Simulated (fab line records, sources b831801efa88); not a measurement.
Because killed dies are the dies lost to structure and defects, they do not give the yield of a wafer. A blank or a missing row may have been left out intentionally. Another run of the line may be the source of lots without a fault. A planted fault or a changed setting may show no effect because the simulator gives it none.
Struck lot and sound lot, side by side    flow sky130    28 out of 708 route steps
Sound: these wafers, L198.2, L198.3, L198.4. The struck wafers were L188.1, L188.3, L188.5. At the end, the cause is stated.
Per side, at each step with rows, come the tool, then ch with its chambers, and then its first start. Under that, the readings that differ: sound wafers    struck wafers    difference of the means    sigmas: that difference in standard deviations of wafers without a fault.
alike: readings with means less than 2 such deviations apart, plus words and numbers identical on both sides. not compared: withheld readings, readings lacking a value on some wafer, bounds such as >300 that could conceal the same value, and numbers that have no deviation in the record and whose values overlap.
The two part at a step that has a row with sigmas, a row that says differs or no value, or rows on one side only. Non-overlapping numbers with no deviation appear without sigmas and do not part them. A reading missing from all wafers of one side parts the sides only when that side holds two or more wafers.

SKY_VIA4_ETCH_12: etches SiO2 in C4F8/O2/Ar, stops on TiN, target depth 580 nm.
  sound on rie diel-02 ch 1,2,3, day 47 00:26; struck on rie diel-04 ch 0,2,3, day 44 14:44
  alike: oes product au
SKY_VIA4_STRIP_13: strips in O2/N2.
  sound on plasma asher-04 ch 0,1, day 47 00:31; struck on plasma asher-03 ch 0,1, day 44 14:49
  alike: drypump motor current A, oes product au, strip time to endpoint s
  not compared: rf hours counter h
then, 4 steps without rows for these wafers: SKY_VIA4_STRIP_14 (strips in post etch residue remover, time 1200 s); SKY_VIA4_CLEAN_15 (cleans in IPA, time 180 s); SKY_VIA4_CLEAN_16 (cleans in O3/DIW); SKY_VIA4_SPUTTER_17 (material TiN, target thk 20 nm, time 80 s).
SKY_VIA4_CVD_18: deposits W, target thk 505 nm, time 152.14 s.
  sound on cvd w-02 ch 0,1, day 47 01:14; struck on cvd w-02 ch 0,1, day 44 15:41
  alike: heater power w
SKY_VIA4_RS_MEAS_19: a four-point-probe measurement.
  sound on film metro-03 at day 47 01:24; struck on film metro-01 at day 44 15:50
  alike: VIA4_W_RS
SKY_VIA4_THK_MEAS_20: measures by xrf.
  sound on film metro-03 at day 47 01:31; struck on film metro-01 at day 44 15:57
  alike: VIA4_W_THK
SKY_VIA4_CMP_21: polishes, stops on SiO2, t overpolish 25 s, target thk 0 nm.
  sound on cmp-02 ch 0,1,2, day 47 01:34; struck on cmp-02 ch 0,3, day 44 16:01
  alike: edge zone pressure frac, head pressure psi, motor current A, overpolish run s, time to endpoint s
then, 1 step without rows for these wafers: SKY_METAL5_SPUTTER_00 (material Ti, target thk 15 nm, time 10 s).
SKY_METAL5_SPUTTER_01: material TiN, target thk 20 nm, time 16.7 s.
  sound on pvd sputter-02 at day 47 01:53; struck on pvd sputter-01 at day 44 16:20
  alike: throttle valve pct
SKY_METAL5_SPUTTER_02: material AlCu, target thk 1150 nm, time 61.2 s.
  sound on pvd sputter-02 at day 47 01:55; struck on pvd sputter-01 at day 44 16:22
reading                                      sound           struck          difference  sigmas
model.AlCu_of_METAL5_SPUTTER_02.thk nm (nm)  1149 1147 1145  1440 1443 1439  +294        
  alike: throttle valve pct
then, 2 steps without rows for these wafers: SKY_METAL5_SPUTTER_03 (material Ti, target thk 5 nm, time 3.3 s); SKY_METAL5_SPUTTER_04 (material TiN, target thk 70 nm, time 58.3 s).
SKY_METAL5_RS_MEAS_05: a four-point-probe measurement.
  sound on film metro-04 at day 47 02:02; struck on film metro-04 at day 44 16:28
reading                  sound                    struck                   difference  sigmas
METAL5_ALCU_RS (ohm/sq)  0.02701 0.02711 0.02712  0.02163 0.02152 0.02162  -0.00549    -26
SKY_METAL5_THK_MEAS_06: measures by xrf.
  sound on film metro-04 at day 47 02:09; struck on film metro-04 at day 44 16:35
reading               sound           struck          difference  sigmas
METAL5_ALCU_THK (nm)  1134 1134 1135  1422 1425 1425  +290        +29
then, 8 steps without rows for these wafers: SKY_METAL5_DEHYDRATE_07 (time 60 s); SKY_METAL5_HMDS_08 (prime time 60 s); SKY_METAL5_COAT_09 (resist thk 1800 nm); SKY_METAL5_SOFTBAKE_10 (time 60 s); SKY_METAL5_EXPOSE_11 (exposes mask MM5, target cd 1600 nm); SKY_METAL5_PEB_12; SKY_METAL5_DEVELOP_13 (develop time 60 s); SKY_METAL5_DESCUM_14 (chemistry O2, time 11 s).
SKY_METAL5_METAL_ETCH_15: etches the open film in Cl2/BCl3, stops on SiO2, target depth 1260 nm, time 252 s.
  sound on rie metal-01 ch 1, day 47 21:20; struck on rie metal-01 ch 0,1, day 45 13:41
reading                sound              struck             difference  sigmas
oes product au (a.u.)  0.888 0.892 0.892  1.000 0.997 1.001  +0.109      +23
  alike: bcl3 flow sccm, drypump motor current A, throttle valve pct
  not compared: rf hours counter h
then, 1 step without rows for these wafers: SKY_METAL5_STRIP_16 (strips in O2/N2).
SKY_PAD_OPEN_PROBE_99:
  sound on prober-02 at day 49 13:46; struck on prober-02 at day 47 10:26
reading                                sound                    struck                   difference  sigmas
model.etest.met5 comb.leak log10 a um  -11.81 -11.95 -12.18     -7.789 -7.473 -7.949     +4.243      
model.etest.met5.rs ohm sq             0.02691 0.02737 0.02708  0.02186 0.02176 0.02164  -0.00537    
model.etest.met5.line ohm um           0.01678 0.01703 0.01685  0.01364 0.01355 0.0135   -0.00332    

== WHERE THEY PART ==
Earliest at SKY_METAL5_RS_MEAS_05; latest, in this record, at SKY_METAL5_METAL_ETCH_15.

WHY: what had been put in by the simulator
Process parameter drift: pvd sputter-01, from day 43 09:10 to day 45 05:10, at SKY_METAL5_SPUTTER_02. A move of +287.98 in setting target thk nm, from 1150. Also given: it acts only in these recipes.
